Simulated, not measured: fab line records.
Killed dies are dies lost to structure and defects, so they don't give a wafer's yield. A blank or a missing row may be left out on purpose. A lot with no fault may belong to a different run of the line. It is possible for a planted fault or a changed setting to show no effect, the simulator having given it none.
Which tool was responsible? / flow sky130 / 10 lots, 30 wafers sampled, at 6 steps of a route of 708

== WHAT THE GAUGES SHOWED, per wafer ==
SKY_METAL2_RS_MEAS_05: uses a four-point probe to measure.
lot=L556; measured=day 34 12:25; on=film-metro-04; METAL2_ALCU_RS (ohm/sq)=0.1263 0.1268 0.1262
lot=L560; measured=day 35 15:01; on=film-metro-03; METAL2_ALCU_RS (ohm/sq)=0.1281 0.1254 0.1258
lot=L561; measured=day 36 10:47; on=film-metro-04; METAL2_ALCU_RS (ohm/sq)=0.1277 0.1263 0.1265
lot=L566; measured=day 37 10:22; on=film-metro-04; METAL2_ALCU_RS (ohm/sq)=8.7636 8.7395 8.8081
lot=L567; measured=day 37 22:02; on=film-metro-03; METAL2_ALCU_RS (ohm/sq)=8.7062 8.6989 8.6661
lot=L569; measured=day 38 13:16; on=film-metro-04; METAL2_ALCU_RS (ohm/sq)=0.1270 0.1262 0.1244
lot=L571; measured=day 39 09:59; on=film-metro-02; METAL2_ALCU_RS (ohm/sq)=0.1253 0.1274 0.1251
lot=L573; measured=day 39 18:01; on=film-metro-04; METAL2_ALCU_RS (ohm/sq)=0.1252 0.1284 0.1260
lot=L575; measured=day 40 06:57; on=film-metro-02; METAL2_ALCU_RS (ohm/sq)=0.1247 0.1240 0.1245
lot=L577; measured=day 41 05:02; on=film-metro-04; METAL2_ALCU_RS (ohm/sq)=0.1266 0.1300 0.1273

SKY_METAL2_THK_MEAS_06: measures by xrf.
lot=L556; measured=day 34 12:32; on=film-metro-04; METAL2_ALCU_THK (nm)=254 253 254
lot=L560; measured=day 35 15:08; on=film-metro-03; METAL2_ALCU_THK (nm)=246 254 253
lot=L561; measured=day 36 10:54; on=film-metro-04; METAL2_ALCU_THK (nm)=250 253 253
lot=L566; measured=day 37 10:29; on=film-metro-04; METAL2_ALCU_THK (nm)=<0 <0 <0
lot=L567; measured=day 37 22:10; on=film-metro-03; METAL2_ALCU_THK (nm)=<1 <1 <1
lot=L569; measured=day 38 13:22; on=film-metro-04; METAL2_ALCU_THK (nm)=253 253 258
lot=L571; measured=day 39 10:05; on=film-metro-02; METAL2_ALCU_THK (nm)=259 253 260
lot=L573; measured=day 39 18:08; on=film-metro-04; METAL2_ALCU_THK (nm)=254 249 254
lot=L575; measured=day 40 07:04; on=film-metro-02; METAL2_ALCU_THK (nm)=256 260 260
lot=L577; measured=day 41 05:08; on=film-metro-04; METAL2_ALCU_THK (nm)=254 248 252

== WHICH TOOL RAN EACH LOT (tool, then ch and the chambers of the sampled wafers, then the start) ==
lot=L556; SKY_VIA1_STRIP_16=plasma-asher-01 ch 0, day 34 11:03; SKY_VIA1_CVD_21=cvd-w-02 ch 0,1, day 34 11:42; SKY_VIA1_CMP_24=cmp-02 ch 0,1,2, day 34 12:04; SKY_METAL2_SPUTTER_02=pvd-sputter-02, day 34 12:19
lot=L560; SKY_VIA1_STRIP_16=plasma-asher-02 ch 0,1, day 35 13:40; SKY_VIA1_CVD_21=cvd-w-02 ch 0,1, day 35 14:19; SKY_VIA1_CMP_24=cmp-02 ch 0,1,3, day 35 14:35; SKY_METAL2_SPUTTER_02=pvd-sputter-02, day 35 14:56
lot=L561; SKY_VIA1_STRIP_16=plasma-asher-02 ch 0,1, day 36 09:25; SKY_VIA1_CVD_21=cvd-w-01 ch 0,1, day 36 10:04; SKY_VIA1_CMP_24=cmp-01 ch 0,1,2, day 36 10:20; SKY_METAL2_SPUTTER_02=pvd-sputter-02, day 36 10:41
lot=L566; SKY_VIA1_STRIP_16=plasma-asher-02 ch 0,1, day 37 09:01; SKY_VIA1_CVD_21=cvd-w-01 ch 0,1, day 37 09:40; SKY_VIA1_CMP_24=cmp-02 ch 2,3, day 37 09:56; SKY_METAL2_SPUTTER_02=pvd-sputter-01, day 37 10:17
lot=L567; SKY_VIA1_STRIP_16=plasma-asher-02 ch 0,1, day 37 20:40; SKY_VIA1_CVD_21=cvd-w-01 ch 0,1, day 37 21:19; SKY_VIA1_CMP_24=cmp-01 ch 1,2, day 37 21:39; SKY_METAL2_SPUTTER_02=pvd-sputter-02, day 37 21:56
lot=L569; SKY_VIA1_STRIP_16=plasma-asher-01 ch 0, day 38 11:52; SKY_VIA1_CVD_21=cvd-w-02 ch 0, day 38 12:32; SKY_VIA1_CMP_24=cmp-01 ch 0,3, day 38 12:51; SKY_METAL2_SPUTTER_02=pvd-sputter-01, day 38 13:09
lot=L571; SKY_VIA1_STRIP_16=plasma-asher-02 ch 0,1, day 39 08:31; SKY_VIA1_CVD_21=cvd-w-01 ch 1, day 39 09:15; SKY_VIA1_CMP_24=cmp-01 ch 0,2,3, day 39 09:37; SKY_METAL2_SPUTTER_02=pvd-sputter-02, day 39 09:52
lot=L573; SKY_VIA1_STRIP_16=plasma-asher-02 ch 0,1, day 39 16:39; SKY_VIA1_CVD_21=cvd-w-01 ch 1, day 39 17:19; SKY_VIA1_CMP_24=cmp-01 ch 0,2, day 39 17:38; SKY_METAL2_SPUTTER_02=pvd-sputter-01, day 39 17:56
lot=L575; SKY_VIA1_STRIP_16=plasma-asher-02 ch 0,1, day 40 05:33; SKY_VIA1_CVD_21=cvd-w-02 ch 0,1, day 40 06:14; SKY_VIA1_CMP_24=cmp-01 ch 0,3, day 40 06:31; SKY_METAL2_SPUTTER_02=pvd-sputter-02, day 40 06:51
lot=L577; SKY_VIA1_STRIP_16=plasma-asher-04 ch 0,1, day 41 03:39; SKY_VIA1_CVD_21=cvd-w-02 ch 0,1, day 41 04:18; SKY_VIA1_CMP_24=cmp-01 ch 1,2, day 41 04:36; SKY_METAL2_SPUTTER_02=pvd-sputter-01, day 41 04:53
- SKY_VIA1_STRIP_16: strips in O2/N2.
- SKY_VIA1_CVD_21: deposits W, target thk 270 nm, time 80.902 s.
- SKY_VIA1_CMP_24: polishes, stops on SiO2, t overpolish 15 s, target thk 0 nm.
- SKY_METAL2_SPUTTER_02: material AlCu, target thk 250 nm, time 13.3 s.

== AS READ BY THE TOOLS THEMSELVES (means over the sampled wafers that have a number; for cases with no such wafer, the mark the record gives instead) ==
SKY_VIA1_STRIP_16.
lot=L556; tool=plasma-asher-01; chamber-pressure-mTorr (mTorr)=1500.6; drypump-motor-current-A (A)=5.97; oes-product-au (a.u.)=0.418; strip-time-to-endpoint-s (s)=4.486
lot=L560; tool=plasma-asher-02; chamber-pressure-mTorr (mTorr)=1498.4; drypump-motor-current-A (A)=5.69; oes-product-au (a.u.)=0.420; strip-time-to-endpoint-s (s)=4.438
lot=L561; tool=plasma-asher-02; chamber-pressure-mTorr (mTorr)=1499.4; drypump-motor-current-A (A)=5.68; oes-product-au (a.u.)=0.412; strip-time-to-endpoint-s (s)=4.460
lot=L566; tool=plasma-asher-02; chamber-pressure-mTorr (mTorr)=1499.1; drypump-motor-current-A (A)=5.71; oes-product-au (a.u.)=0.415; strip-time-to-endpoint-s (s)=4.489
lot=L567; tool=plasma-asher-02; chamber-pressure-mTorr (mTorr)=1499.7; drypump-motor-current-A (A)=5.88; oes-product-au (a.u.)=0.414; strip-time-to-endpoint-s (s)=4.483
lot=L569; tool=plasma-asher-01; chamber-pressure-mTorr (mTorr)=1499.4; drypump-motor-current-A (A)=6.00; oes-product-au (a.u.)=0.419; strip-time-to-endpoint-s (s)=4.437
lot=L571; tool=plasma-asher-02; chamber-pressure-mTorr (mTorr)=1501.5; drypump-motor-current-A (A)=5.89; oes-product-au (a.u.)=0.412; strip-time-to-endpoint-s (s)=4.444
lot=L573; tool=plasma-asher-02; chamber-pressure-mTorr (mTorr)=1500.8; drypump-motor-current-A (A)=5.68; oes-product-au (a.u.)=0.412; strip-time-to-endpoint-s (s)=4.465
lot=L575; tool=plasma-asher-02; chamber-pressure-mTorr (mTorr)=1500.3; drypump-motor-current-A (A)=5.91; oes-product-au (a.u.)=0.419; strip-time-to-endpoint-s (s)=4.461
lot=L577; tool=plasma-asher-04; chamber-pressure-mTorr (mTorr)=1499.1; drypump-motor-current-A (A)=5.64; oes-product-au (a.u.)=0.418; strip-time-to-endpoint-s (s)=4.440

SKY_VIA1_CVD_21.
lot=L556; tool=cvd-w-02; chamber-pressure-Torr (Torr)=40.01; heater-power-w (W)=767
lot=L560; tool=cvd-w-02; chamber-pressure-Torr (Torr)=40.22; heater-power-w (W)=770
lot=L561; tool=cvd-w-01; chamber-pressure-Torr (Torr)=40.03; heater-power-w (W)=987
lot=L566; tool=cvd-w-01; chamber-pressure-Torr (Torr)=39.97; heater-power-w (W)=940
lot=L567; tool=cvd-w-01; chamber-pressure-Torr (Torr)=39.96; heater-power-w (W)=999
lot=L569; tool=cvd-w-02; chamber-pressure-Torr (Torr)=40.04; heater-power-w (W)=699
lot=L571; tool=cvd-w-01; chamber-pressure-Torr (Torr)=39.98; heater-power-w (W)=960
lot=L573; tool=cvd-w-01; chamber-pressure-Torr (Torr)=40.15; heater-power-w (W)=986
lot=L575; tool=cvd-w-02; chamber-pressure-Torr (Torr)=40.05; heater-power-w (W)=775
lot=L577; tool=cvd-w-02; chamber-pressure-Torr (Torr)=39.99; heater-power-w (W)=827

SKY_VIA1_CMP_24.
lot=L556; tool=cmp-02; edge-zone-pressure-frac=1.004; motor-current-A (A)=11.7; overpolish-run-s (s)=14.993; time-to-endpoint-s (s)=67
lot=L560; tool=cmp-02; edge-zone-pressure-frac=1.000; motor-current-A (A)=11.9; overpolish-run-s (s)=15.005; time-to-endpoint-s (s)=68
lot=L561; tool=cmp-01; edge-zone-pressure-frac=0.998; motor-current-A (A)=11.5; overpolish-run-s (s)=15.004; time-to-endpoint-s (s)=63
lot=L566; tool=cmp-02; edge-zone-pressure-frac=0.997; motor-current-A (A)=12.8; overpolish-run-s (s)=14.995; time-to-endpoint-s (s)=66
lot=L567; tool=cmp-01; edge-zone-pressure-frac=0.992; motor-current-A (A)=12.5; overpolish-run-s (s)=15.004; time-to-endpoint-s (s)=68
lot=L569; tool=cmp-01; edge-zone-pressure-frac=1.000; motor-current-A (A)=10.9; overpolish-run-s (s)=15.000; time-to-endpoint-s (s)=69
lot=L571; tool=cmp-01; edge-zone-pressure-frac=0.995; motor-current-A (A)=11.4; overpolish-run-s (s)=14.996; time-to-endpoint-s (s)=65
lot=L573; tool=cmp-01; edge-zone-pressure-frac=1.003; motor-current-A (A)=11.8; overpolish-run-s (s)=15.008; time-to-endpoint-s (s)=64
lot=L575; tool=cmp-01; edge-zone-pressure-frac=1.005; motor-current-A (A)=10.6; overpolish-run-s (s)=14.991; time-to-endpoint-s (s)=70
lot=L577; tool=cmp-01; edge-zone-pressure-frac=0.997; motor-current-A (A)=11.8; overpolish-run-s (s)=14.999; time-to-endpoint-s (s)=65

SKY_METAL2_SPUTTER_02.
lot=L556; tool=pvd-sputter-02; cathode-dc-power-W (W)=10599; chamber-pressure-pa (Pa)=0.3994; throttle-valve-pct (%)=29.1
lot=L560; tool=pvd-sputter-02; cathode-dc-power-W (W)=10600; chamber-pressure-pa (Pa)=0.3996; throttle-valve-pct (%)=31.4
lot=L561; tool=pvd-sputter-02; cathode-dc-power-W (W)=10601; chamber-pressure-pa (Pa)=0.4000; throttle-valve-pct (%)=29.0
lot=L566; tool=pvd-sputter-01; cathode-dc-power-W (W)=-; chamber-pressure-pa (Pa)=-; throttle-valve-pct (%)=-
lot=L567; tool=pvd-sputter-02; cathode-dc-power-W (W)=-; chamber-pressure-pa (Pa)=-; throttle-valve-pct (%)=-
lot=L569; tool=pvd-sputter-01; cathode-dc-power-W (W)=10598; chamber-pressure-pa (Pa)=0.4000; throttle-valve-pct (%)=30.7
lot=L571; tool=pvd-sputter-02; cathode-dc-power-W (W)=10598; chamber-pressure-pa (Pa)=0.4006; throttle-valve-pct (%)=31.4
lot=L573; tool=pvd-sputter-01; cathode-dc-power-W (W)=10601; chamber-pressure-pa (Pa)=0.4008; throttle-valve-pct (%)=31.6
lot=L575; tool=pvd-sputter-02; cathode-dc-power-W (W)=10601; chamber-pressure-pa (Pa)=0.3997; throttle-valve-pct (%)=30.1
lot=L577; tool=pvd-sputter-01; cathode-dc-power-W (W)=10600; chamber-pressure-pa (Pa)=0.3998; throttle-valve-pct (%)=31.6

== THE ANSWER, worked out from the rows above alone ==
Rule: usual is defined by the lots themselves. The widest of any qualifying gaps counts: lots, ordered by their means at a reading, are off when they make up no more than a third of the lots, leave a main group of 4 or more, and stand apart from it by 3 or more times the standard deviation of that group's means. If all means in a main group match to the digits the tables above print for the reading, that group is not used. A lot without any number at a reading at which 4 lots or more have one is off too. Any other lot the step has rows for is counted as sound. Order of review: gauges by route order, followed by the tools' own readings, for which a lot's mean as printed above is used. At the first step where some lot is off, the reading lying furthest off is the one used; lots without a number count as furthest.
Off: L566, L567, seen at SKY_METAL2_RS_MEAS_05 (METAL2_ALCU_RS). Mean 0.1263 ohm/sq and standard deviation 0.00094 in the main group.
A tool fits if, at a process step before that reading, it ran every lot that is off, and no sound lot after the first of them. The gauges at SKY_METAL2_RS_MEAS_05 aren't tried: what is off there is off at SKY_METAL2_SPUTTER_02 too, on other tools, and a gauge's error can't cause that. None of those tried fits.

== WHAT THE SIMULATOR HAD INSERTED ==
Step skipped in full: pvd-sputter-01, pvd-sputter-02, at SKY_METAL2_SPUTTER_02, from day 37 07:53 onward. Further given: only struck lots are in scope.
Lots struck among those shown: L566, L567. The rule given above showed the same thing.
